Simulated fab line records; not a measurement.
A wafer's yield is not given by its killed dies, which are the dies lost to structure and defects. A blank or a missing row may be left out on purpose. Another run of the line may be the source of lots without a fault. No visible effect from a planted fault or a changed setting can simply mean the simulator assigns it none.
A struck lot beside a sound one | flow sfq-line | 14 out of 325 route steps
Sound: the wafers L722.1, L722.3, L722.5. Struck: wafer L734.6. (L734.4 of the same lot was not struck and is left out.) The cause comes at the end.
Per side, at each step with rows, come the tool, then ch with its chambers, and then its first start. Under that, the readings that differ: sound wafers | struck wafers | difference of the means | sigmas: that difference in standard deviations of wafers without a fault.
alike: same words and numbers on both sides, and readings whose means sit less than 2 such deviations apart. not compared: any withheld reading, any reading some wafer has no value for, any bound like >300 that may hide the same value, and any number with overlapping values for which the record gives no deviation.
A row with sigmas, a row that says differs or no value, or rows on one side alone: a step with any of these is where the two part. Non-overlapping numbers with no deviation appear without sigmas and do not part them. A reading that every wafer of one side lacks parts them only if that side has two wafers or more.

first, 1 step without rows for these wafers: SFQ_TRILAYER_M3_STRIP_SOLV_CLEAN_080 (cleans in NMP, time 600 s).
SFQ_TRILAYER_I3_DEP_PECVD_081: deposits SiO2 from SiH4/N2O, time 111.11 s, target thk 500 nm.
  sound on pecvd-03 ch 0,1,2, day 40 15:09; struck on pecvd-01 ch 1, day 43 12:26
  reading                  | sound     | struck | difference | sigmas
  heater-power-outer-w (W) | 37 30 17  | 44     | +16        | +2
  heater-power-w (W)       | 111 71 51 | 118    | +40        | +2
  alike: chamber-pressure-Torr, showerhead-vpp-V, susceptor-temp-C, throttle-valve-pct
SFQ_TRILAYER_I3_CMP_CMP_082: polishes SiO2.
  sound on cmp-01 ch 0,2,3, day 40 19:53; struck on cmp-02 ch 2, day 43 21:46
  alike: motor-current-A, time-to-endpoint-s
SFQ_I3_BOW_MEAS_922:
  sound on film-metro-01 at day 40 22:23; struck on film-metro-03 at day 43 22:49
  alike: I3_BOW
SFQ_TRILAYER_I3_METRO_MEASURE_083:
  sound on film-metro-01 at day 40 22:30; struck on film-metro-03 at day 43 23:29
  reading     | sound             | struck | difference | sigmas
  thk-nm (nm) | 200.4 200.4 199.6 | 202.9  | +2.8       | +2
then, 6 steps without rows for these wafers: SFQ_TRILAYER_I3_VIA_LITHO_COAT_090 (resist thk 62 nm); SFQ_TRILAYER_I3_VIA_LITHO_COAT_085 (resist thk 650 nm); SFQ_TRILAYER_I3_VIA_LITHO_SOFTBAKE_089; SFQ_TRILAYER_I3_VIA_LITHO_EXPOSE_086 (exposes mask I3, target cd 500 nm); SFQ_TRILAYER_I3_VIA_LITHO_PEB_088 (peb time 60 s); SFQ_TRILAYER_I3_VIA_LITHO_DEVELOP_087 (time 60 s).
SFQ_I3_OVL_MEAS_923:
  sound on overlay-02 at day 41 02:28; struck on overlay-02 at day 44 19:40
  alike: I3_OVL
SFQ_TRILAYER_I3_VIA_BARC_OPEN_VIA_ETCH_121: etches BARC in O2, target depth 125 nm, time 41.7 s.
  sound on rie-diel-01 ch 0,3, day 41 02:30; struck on rie-diel-03 ch 3, day 44 19:41
  reading          | sound          | struck | difference | sigmas
  run-length-s (s) | 69.6 69.9 70.0 | 72.6   | +2.8       | +5
  alike: chamber-pressure-mTorr, drypump-motor-current-A, oes-product-au
  not compared: rf-hours-counter-h
SFQ_TRILAYER_I3_VIA_ETCH_VIA_ETCH_088: etches SiO2 in CHF3, stops on Nb, target depth 260 nm.
  sound on rie-diel-01 ch 0,3, day 41 02:32; struck on rie-diel-03 ch 3, day 44 19:44
  alike: chamber-pressure-mTorr, drypump-motor-current-A, oes-product-au

== WHERE THEY PART ==
First at SFQ_TRILAYER_I3_DEP_PECVD_081; last, within this record, at SFQ_TRILAYER_I3_VIA_BARC_OPEN_VIA_ETCH_121. Later steps at which nothing parts them and some readings are alike: SFQ_TRILAYER_I3_VIA_ETCH_VIA_ETCH_088.

WHY: the cause the simulator had injected
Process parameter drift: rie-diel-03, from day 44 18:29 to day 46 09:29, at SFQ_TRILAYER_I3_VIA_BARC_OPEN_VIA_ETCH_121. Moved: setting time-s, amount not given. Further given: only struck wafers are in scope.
